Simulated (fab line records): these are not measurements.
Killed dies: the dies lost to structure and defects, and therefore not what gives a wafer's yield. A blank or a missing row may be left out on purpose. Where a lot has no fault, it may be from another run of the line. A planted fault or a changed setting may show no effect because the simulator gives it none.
What tool caused it?    flow gf180mcu    at 1 step of a route of 602, 13 lots with 39 wafers sampled

## WHAT THE GAUGES SHOWED, per wafer
GF_STI_THK_MEAS_02. Usual: for STI_OXIDATION_THK the level is 9.95 nm and the standard deviation is 0.18.
lot   measured     on             STI_OXIDATION_THK (nm)  flag
L606  day 1 11:41  film_metro-02  9.69 9.68 9.87          
L608  day 1 22:12  film_metro-02  9.77 9.78 9.98          
L610  day 2 09:02  film_metro-02  9.79 9.87 9.77          
L611  day 2 17:18  film_metro-03  10.00 9.94 10.15        
L614  day 3 09:58  film_metro-02  9.86 10.04 9.93         
L616  day 3 15:37  film_metro-02  9.67 9.53 9.63          
L617  day 3 19:56  film_metro-02  9.70 9.68 9.51          
L618  day 3 23:43  film_metro-04  10.31 10.05 10.10       
L619  day 4 06:51  film_metro-04  10.16 10.29 10.07       
L620  day 4 15:04  film_metro-04  9.76 9.98 9.84          
L627  day 5 20:31  film_metro-03  9.97 9.81 9.88          
L628  day 6 01:31  film_metro-03  10.05 10.41 10.06       
L629  day 6 07:36  film_metro-02  9.98 10.01 10.00        

## EACH LOT AND THE TOOL THAT RAN IT (in order: tool; ch and the chambers of the sampled wafers; start)
There is no process step in the record ahead of these readings.

## WHAT THE TOOLS THEMSELVES READ (means of the sampled wafers that have a number; where no wafer has one, the mark that the record gives instead)
The record holds no such reading with a usual standard deviation.

## THE ANSWER, worked out from the rows above alone
Rule: a lot counts as off when the mean over its wafers that have a number is more than 3 standard deviations away from the usual mean. A lot without any number at a reading at which 4 lots or more have one is off too. All remaining lots with rows at the step are treated as sound. After the gauges, taken in route order, come the tools' own readings; for these a lot's mean is taken, as printed above. The first step at which some lot is off is used, and at that step the reading that is off furthest; a lot without a number counts as furthest.
None of the lots is off at any reading shown; this tells nothing.

## WHAT THE SIMULATOR HAD PUT IN
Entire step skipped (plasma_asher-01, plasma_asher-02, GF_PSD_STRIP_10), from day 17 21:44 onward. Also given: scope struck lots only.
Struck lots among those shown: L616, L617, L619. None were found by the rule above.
